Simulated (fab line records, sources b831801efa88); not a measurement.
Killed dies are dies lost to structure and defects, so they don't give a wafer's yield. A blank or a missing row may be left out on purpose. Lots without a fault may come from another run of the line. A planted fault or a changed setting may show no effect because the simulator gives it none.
Which tool did it? | flow sfq_line | 14 lots, 40 wafers sampled, at 3 steps of a route of 325

WHAT THE GAUGES READ, wafer by wafer
SFQ_M8_RS_MEAS_949: measures by four-point-probe.
lot  | measured     | on            | M8_AU_RS (ohm/sq)
L971 | day 70 03:29 | film_metro-02 | 0.1561 0.1543 0.1542
L972 | day 70 11:53 | film_metro-01 | 0.1535 0.1531 0.1554
L973 | day 70 13:04 | film_metro-01 | 0.1586 0.1549 0.1526
L974 | day 70 17:52 | film_metro-04 | 0.1547 0.1538 0.1552
L976 | day 71 13:49 | film_metro-02 | 0.1522 0.1548 0.1554
L977 | day 71 21:02 | film_metro-02 | 0.1537 0.1575 0.1579
L979 | day 72 04:15 | film_metro-01 | 0.1572 0.1507 0.1572
L980 | day 72 05:25 | film_metro-02 | 0.1539 0.1544 0.1552
L983 | day 73 04:20 | film_metro-01 | 0.1091 0.1513 0.1088 0.1513
L987 | day 73 23:58 | film_metro-01 | 0.1101 0.1092 0.1104 0.1093
L990 | day 77 05:20 | film_metro-02 | 0.1553 0.1544 0.1533
L991 | day 77 10:10 | film_metro-02 | 0.1529 0.1546 0.1547
L993 | day 77 12:36 | film_metro-01 | 0.1505 0.1501 0.1524
L994 | day 77 17:22 | film_metro-04 | 0.1547 0.1547 0.1535

SFQ_M8_THK_MEAS_950: measures by xrf.
lot  | measured     | on            | M8_AU_THK (nm)
L971 | day 70 03:35 | film_metro-02 | 174.3 175.8 176.0
L972 | day 70 11:59 | film_metro-01 | 177.2 176.7 174.0
L973 | day 70 13:11 | film_metro-01 | 170.5 175.3 176.6
L974 | day 70 17:59 | film_metro-04 | 177.0 176.9 176.5
L976 | day 71 13:56 | film_metro-02 | 178.3 175.2 174.0
L977 | day 71 21:08 | film_metro-02 | 177.0 173.0 172.0
L979 | day 72 04:21 | film_metro-01 | 171.5 178.9 171.3
L980 | day 72 05:32 | film_metro-02 | 176.3 174.6 174.3
L983 | day 73 10:16 | film_metro-01 | 246.2 178.5 246.5 178.6
L987 | day 74 05:22 | film_metro-01 | 244.1 246.0
L990 | day 77 05:28 | film_metro-02 | 174.7 175.8 177.1
L991 | day 77 10:16 | film_metro-02 | 177.1 175.8 176.5
L993 | day 77 12:41 | film_metro-01 | 179.7 180.7 176.7
L994 | day 77 17:28 | film_metro-04 | 175.9 176.5 177.6

WHICH TOOL RAN EACH LOT (tool, then ch and the chambers of the sampled wafers, then the start)
lot  | SFQ_TRILAYER_M8_DEP_EVAP_196
L971 | pvd_sputter-01, day 70 02:56
L972 | pvd_sputter-02, day 70 11:20
L973 | pvd_sputter-01, day 70 12:32
L974 | pvd_sputter-02, day 70 17:20
L976 | pvd_sputter-02, day 71 13:17
L977 | pvd_sputter-01, day 71 20:29
L979 | pvd_sputter-01, day 72 03:41
L980 | pvd_sputter-02, day 72 04:53
L983 | pvd_sputter-01, day 73 03:47
L987 | pvd_sputter-01, day 73 23:26
L990 | pvd_sputter-02, day 77 04:49
L991 | pvd_sputter-01, day 77 09:37
L993 | pvd_sputter-01, day 77 12:01
L994 | pvd_sputter-02, day 77 16:49
- SFQ_TRILAYER_M8_DEP_EVAP_196: material Au, target thk 180 nm, time 900 s.

WHAT THE TOOLS THEMSELVES READ (means of the sampled wafers that have a number; where no wafer has one, the mark that the record gives instead)
The record holds no such reading with a usual standard deviation.

THE ANSWER, worked out from the rows above alone
Rule: what is usual is taken from the lots themselves. Put in order of their means at a reading, lots are off if they are a third of the lots or fewer, leave a main group of 4 or more, and stand apart from it by a gap of 3 or more times the standard deviation of the main group's means; of several such gaps the widest counts. A main group whose means are all the same, to the digits that the tables above print for the reading, isn't used. A lot without any number at a reading at which 4 lots or more have one is off too. The other lots that the step has rows for count as sound. The gauges are gone through in route order, then the tools' own readings, and for those a lot's mean is taken as printed above. The first step at which some lot is off is used, and at that step the reading that is off furthest; a lot without a number counts as furthest.
Off: L983, L987, at SFQ_M8_RS_MEAS_949 (M8_AU_RS). The main group: mean 0.1544 ohm/sq, standard deviation 0.0012.
A tool fits if, at a process step before that reading, it ran every lot that is off, and no sound lot after the first of them. The gauges at SFQ_M8_RS_MEAS_949 are tried like those tools. None of those tried fits.

WHAT THE SIMULATOR HAD PUT IN
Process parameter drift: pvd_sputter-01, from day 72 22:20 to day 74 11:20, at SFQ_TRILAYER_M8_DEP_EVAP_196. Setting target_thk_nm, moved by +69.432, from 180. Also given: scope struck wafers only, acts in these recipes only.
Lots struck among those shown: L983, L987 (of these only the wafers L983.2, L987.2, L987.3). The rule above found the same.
